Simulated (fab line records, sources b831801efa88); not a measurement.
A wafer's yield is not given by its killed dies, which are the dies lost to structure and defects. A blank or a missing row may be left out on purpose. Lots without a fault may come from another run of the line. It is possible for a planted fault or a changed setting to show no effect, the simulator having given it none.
Split-lot trial / flow sky130 / 23 wafers read across 5 lots, on a route 708 steps long

ABOUT THE SPLIT
At SKY_POLY_GATE_COAT_07 (resist thk 110 nm), the setting resist_thk_nm was moved away from the recipe's 110 nm on 9 of the 23 wafers read, by -3.4% to +3.1%. All remaining wafers had this setting at the recipe value.

The reading comes from the split's own step.

THE READING
BARC_of_POLY_GATE_COAT_07.thk_nm (the simulator's own value, which no gauge read), in nm, at SKY_POLY_GATE_COAT_07 (resist thk 110 nm). The file does not state a usual value for it. Here, 14 wafers ran the recipe; their average is 109.8 nm with a standard deviation of 0.23 nm.

wafer=L074.1; tool, chamber at the split=litho_track-01, 0; resist_thk_nm as run, nm=113.4; against the recipe=+3.1%; BARC_of_POLY_GATE_COAT_07.thk_nm, nm=112.9; against lot-mates on the recipe=+3.2
wafer=L074.2; tool, chamber at the split=litho_track-01, 0; resist_thk_nm as run, nm=110; against the recipe=recipe; BARC_of_POLY_GATE_COAT_07.thk_nm, nm=109.7; against lot-mates on the recipe=-
wafer=L074.3; tool, chamber at the split=litho_track-01, 0; resist_thk_nm as run, nm=110; against the recipe=recipe; BARC_of_POLY_GATE_COAT_07.thk_nm, nm=109.7; against lot-mates on the recipe=-
wafer=L074.5; tool, chamber at the split=litho_track-01, 0; resist_thk_nm as run, nm=110; against the recipe=recipe; BARC_of_POLY_GATE_COAT_07.thk_nm, nm=109.6; against lot-mates on the recipe=-
wafer=L074.6; tool, chamber at the split=litho_track-01, 0; resist_thk_nm as run, nm=113.4; against the recipe=+3.1%; BARC_of_POLY_GATE_COAT_07.thk_nm, nm=113.4; against lot-mates on the recipe=+3.7
wafer=L075.1; tool, chamber at the split=litho_track-03, 0; resist_thk_nm as run, nm=110; against the recipe=recipe; BARC_of_POLY_GATE_COAT_07.thk_nm, nm=109.5; against lot-mates on the recipe=-
wafer=L075.3; tool, chamber at the split=litho_track-03, 0; resist_thk_nm as run, nm=110; against the recipe=recipe; BARC_of_POLY_GATE_COAT_07.thk_nm, nm=109.6; against lot-mates on the recipe=-
wafer=L075.4; tool, chamber at the split=litho_track-03, 0; resist_thk_nm as run, nm=107.3; against the recipe=-2.5%; BARC_of_POLY_GATE_COAT_07.thk_nm, nm=107.1; against lot-mates on the recipe=-2.4
wafer=L075.5; tool, chamber at the split=litho_track-03, 0; resist_thk_nm as run, nm=110; against the recipe=recipe; BARC_of_POLY_GATE_COAT_07.thk_nm, nm=109.4; against lot-mates on the recipe=-
wafer=L075.6; tool, chamber at the split=litho_track-03, 0; resist_thk_nm as run, nm=107.3; against the recipe=-2.5%; BARC_of_POLY_GATE_COAT_07.thk_nm, nm=106.9; against lot-mates on the recipe=-2.6
wafer=L077.1; tool, chamber at the split=litho_track-03, 0; resist_thk_nm as run, nm=107; against the recipe=-2.7%; BARC_of_POLY_GATE_COAT_07.thk_nm, nm=107; against lot-mates on the recipe=-2.9
wafer=L077.2; tool, chamber at the split=litho_track-03, 0; resist_thk_nm as run, nm=107; against the recipe=-2.7%; BARC_of_POLY_GATE_COAT_07.thk_nm, nm=106.8; against lot-mates on the recipe=-3.1
wafer=L077.6; tool, chamber at the split=litho_track-03, 0; resist_thk_nm as run, nm=107; against the recipe=-2.7%; BARC_of_POLY_GATE_COAT_07.thk_nm, nm=106.8; against lot-mates on the recipe=-3.1
wafer=L077.4; tool, chamber at the split=litho_track-03, 0; resist_thk_nm as run, nm=110; against the recipe=recipe; BARC_of_POLY_GATE_COAT_07.thk_nm, nm=109.9; against lot-mates on the recipe=-
wafer=L077.5; tool, chamber at the split=litho_track-03, 0; resist_thk_nm as run, nm=110; against the recipe=recipe; BARC_of_POLY_GATE_COAT_07.thk_nm, nm=109.9; against lot-mates on the recipe=-
wafer=L081.1; tool, chamber at the split=litho_track-04, 0; resist_thk_nm as run, nm=110; against the recipe=recipe; BARC_of_POLY_GATE_COAT_07.thk_nm, nm=109.8; against lot-mates on the recipe=-
wafer=L081.3; tool, chamber at the split=litho_track-04, 0; resist_thk_nm as run, nm=110; against the recipe=recipe; BARC_of_POLY_GATE_COAT_07.thk_nm, nm=110.4; against lot-mates on the recipe=-
wafer=L081.4; tool, chamber at the split=litho_track-04, 0; resist_thk_nm as run, nm=110; against the recipe=recipe; BARC_of_POLY_GATE_COAT_07.thk_nm, nm=109.9; against lot-mates on the recipe=-
wafer=L085.1; tool, chamber at the split=litho_track-01, 0; resist_thk_nm as run, nm=106.3; against the recipe=-3.4%; BARC_of_POLY_GATE_COAT_07.thk_nm, nm=106; against lot-mates on the recipe=-3.8
wafer=L085.2; tool, chamber at the split=litho_track-01, 0; resist_thk_nm as run, nm=110; against the recipe=recipe; BARC_of_POLY_GATE_COAT_07.thk_nm, nm=109.7; against lot-mates on the recipe=-
wafer=L085.3; tool, chamber at the split=litho_track-01, 0; resist_thk_nm as run, nm=110; against the recipe=recipe; BARC_of_POLY_GATE_COAT_07.thk_nm, nm=109.9; against lot-mates on the recipe=-
wafer=L085.4; tool, chamber at the split=litho_track-01, 0; resist_thk_nm as run, nm=110; against the recipe=recipe; BARC_of_POLY_GATE_COAT_07.thk_nm, nm=109.9; against lot-mates on the recipe=-
wafer=L085.5; tool, chamber at the split=litho_track-01, 0; resist_thk_nm as run, nm=106.3; against the recipe=-3.4%; BARC_of_POLY_GATE_COAT_07.thk_nm, nm=106.2; against lot-mates on the recipe=-3.6

THE FIT
A straight line over all 23 wafers: BARC_of_POLY_GATE_COAT_07.thk_nm changes by +1.09 nm for each +1% of resist_thk_nm; r = +0.99; the points scatter about the line by 0.22 nm.
The same after taking each lot's own level away (the mean of its wafers on the recipe; 23 wafers): +1.1 nm for each +1%; r = +1.00; scatter 0.16 nm.
On that fit, the largest move of resist_thk_nm shifts the reading by 3.7 nm.
From 109.50 to 110.03 nm: that is the span of the lots' own levels, equal to 2.3 times the standard deviation above.
So the lot-to-lot level changes the slope little: the two slopes agree.
Check: -3.67 nm against its lot-mates is what the line predicts for one of the wafers moved furthest among these (-3.4%) when that wafer is left out of the fit. It came out at -3.83 nm against them.

OTHER SPLITS APPLIED TO THESE WAFERS
Note: prior to the reading, these wafers also went through further splits. Each is held against what the fit with the lots' levels taken away leaves over:
other split on the same wafers=SKY_VT_ADJUST_NCORE_IMPLANT_09 dose_cm2; wafers away from the commonest value=8; r with BARC_of_POLY_GATE_COAT_07.thk_nm (lot level and that fit taken away)=-0.36
other split on the same wafers=SKY_VT_ADJUST_HVTR_IMPLANT_09 energy_kev; wafers away from the commonest value=5; r with BARC_of_POLY_GATE_COAT_07.thk_nm (lot level and that fit taken away)=-0.10
other split on the same wafers=SKY_VT_ADJUST_PCH_IMPLANT_08 dose_cm2; wafers away from the commonest value=10; r with BARC_of_POLY_GATE_COAT_07.thk_nm (lot level and that fit taken away)=-0.07
other split on the same wafers=SKY_SONOS_TUNNEL_COAT_02 resist_thk_nm; wafers away from the commonest value=6; r with BARC_of_POLY_GATE_COAT_07.thk_nm (lot level and that fit taken away)=+0.05
other split on the same wafers=SKY_SONOS_TUNNEL_DEVELOP_06 develop_time_s; wafers away from the commonest value=9; r with BARC_of_POLY_GATE_COAT_07.thk_nm (lot level and that fit taken away)=+0.30
other split on the same wafers=SKY_SONOS_ONO_CVD_04 time_s; wafers away from the commonest value=15; r with BARC_of_POLY_GATE_COAT_07.thk_nm (lot level and that fit taken away)=+0.13
other split on the same wafers=SKY_GATE_OXIDE_CLEAN_15 time_s; wafers away from the commonest value=18; r with BARC_of_POLY_GATE_COAT_07.thk_nm (lot level and that fit taken away)=-0.09
other split on the same wafers=SKY_RES_PROTECT_SOFTBAKE_03 temp_c; wafers away from the commonest value=10; r with BARC_of_POLY_GATE_COAT_07.thk_nm (lot level and that fit taken away)=+0.15

THE FILE'S OWN FIT
BARC_of_POLY_GATE_COAT_07.thk_nm changes by +1.1 nm for each +1% of resist_thk_nm, r = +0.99.
